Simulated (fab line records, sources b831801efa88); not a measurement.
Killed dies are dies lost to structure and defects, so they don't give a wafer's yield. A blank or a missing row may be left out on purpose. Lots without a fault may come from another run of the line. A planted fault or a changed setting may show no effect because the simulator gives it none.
A struck lot beside a sound one | flow sky130 | 15 steps out of a route of 708
Sound: wafers L350.1, L350.3, L350.4. Struck: wafers L336.1, L336.2, L336.4. The cause comes at the end.
At each step with rows: each side's tool, then ch and its chambers, then its first start. Under that, the readings that differ: sound wafers | struck wafers | difference of the means | sigmas: that difference in standard deviations of wafers without a fault.
alike: readings whose means differ by less than 2 such deviations, and words and numbers that are the same on both sides. not compared: withheld readings, readings that some wafer has no value for, bounds like >300 that may hide the same value, and numbers for which the record gives no deviation and whose values overlap.
The two part at a step that has a row with sigmas, a row that says differs or no value, or rows on one side only. Numbers that don't overlap but have no deviation are shown without sigmas and don't part them. A reading that every wafer of one side lacks parts them only if that side has two wafers or more.

SKY_VIA2_OVL_MEAS_13:
  sound on overlay-01, day 42 06:13; struck on overlay-01, day 37 18:10
  alike: VIA2_OVL
SKY_VIA2_ETCH_14: etches BARC in N2/H2, stops on SiO2, time 45.9 s, target depth 60 nm.
  sound on rie_diel-02 ch 0,1,3, day 42 06:15; struck on rie_diel-03 ch 0,2,3, day 37 18:13
  reading                | sound                | struck               | difference | sigmas
  throttle_valve_pct (%) | 13.218 13.241 13.242 | 13.221 13.214 13.211 | -0.018     | -2
  alike: drypump_motor_current_A, oes_product_au
  not compared: rf_hours_counter_h
then, 5 steps without rows for these wafers: SKY_VIA2_ETCH_15 (etches SiO2 in C4F8/O2/Ar, stops on TiN, target depth 546 nm, time 84 s); SKY_VIA2_STRIP_16 (strips in O2/N2); SKY_VIA2_STRIP_17 (strips in post etch residue remover, time 1200 s); SKY_VIA2_CLEAN_18 (cleans in IPA, time 180 s); SKY_VIA2_CLEAN_19 (cleans in O3/DIW).
SKY_VIA2_SPUTTER_20: material TiN, target thk 20 nm, time 80 s.
  sound on pvd_sputter-03, day 42 06:59; struck on pvd_sputter-03, day 37 18:55
  alike: chamber_pressure_pa, throttle_valve_pct
SKY_VIA2_CVD_21: deposits W, target thk 420 nm, time 126.4 s.
  sound on cvd_w-02 ch 0,1, day 42 07:03; struck on cvd_w-02 ch 0,1, day 37 18:58
  alike: heater_power_w
SKY_VIA2_RS_MEAS_22: measures by four-point-probe.
  sound on film_metro-04, day 42 07:11; struck on film_metro-01, day 37 19:06
  alike: VIA2_W_RS
SKY_VIA2_THK_MEAS_23: measures by xrf.
  sound on film_metro-04, day 42 07:18; struck on film_metro-01, day 37 19:13
  alike: VIA2_W_THK
SKY_VIA2_CMP_24: polishes, stops on SiO2, t overpolish 20 s, target thk 0 nm.
  sound on cmp-02 ch 0,1,3, day 42 07:25; struck on cmp-02 ch 1,2,3, day 37 19:17
  alike: edge_zone_pressure_frac, head_pressure_psi, motor_current_A, overpolish_run_s, time_to_endpoint_s
SKY_METAL3_SPUTTER_00: material Ti, target thk 15 nm, time 10 s.
  sound on pvd_sputter-01, day 42 07:43; struck on pvd_sputter-04, day 37 19:35
  reading                  | sound                | struck               | difference | sigmas
  chamber_pressure_pa (Pa) | 0.4000 0.4005 0.4013 | 0.3878 0.3885 0.3864 | -0.0130    | -13
  alike: throttle_valve_pct
SKY_METAL3_SPUTTER_01: material TiN, target thk 20 nm, time 16.7 s.
  sound on pvd_sputter-01, day 42 07:44; struck on pvd_sputter-04, day 37 19:37
  alike: chamber_pressure_pa, throttle_valve_pct
-- the record jumps here: 9 days lie between the struck wafers' starts before and after (it left off in module METAL3 and takes up again in module PAD_OPEN, whose first step shown is number 708 of the route) --
SKY_PAD_OPEN_PROBE_99:
  sound on prober-02, day 50 08:10; struck on prober-01, day 47 00:20
  alike: defect_limited_yield, killed_at_M0_to_M3, killed_at_M4_up, killed_at_contacts, killed_at_front_end, killed_at_other, killed_dies, killed_open, killed_short, sort_bin_3_pad_short, sort_bin_5_function, sort_bin_6_memory, sort_n_pass, sort_yield_pct

WHERE THEY PART
First at SKY_VIA2_ETCH_14; last, within this record, at SKY_METAL3_SPUTTER_00. Later steps at which nothing parts them and some readings are alike: SKY_METAL3_SPUTTER_01, SKY_PAD_OPEN_PROBE_99.

WHY: what the simulator had put in
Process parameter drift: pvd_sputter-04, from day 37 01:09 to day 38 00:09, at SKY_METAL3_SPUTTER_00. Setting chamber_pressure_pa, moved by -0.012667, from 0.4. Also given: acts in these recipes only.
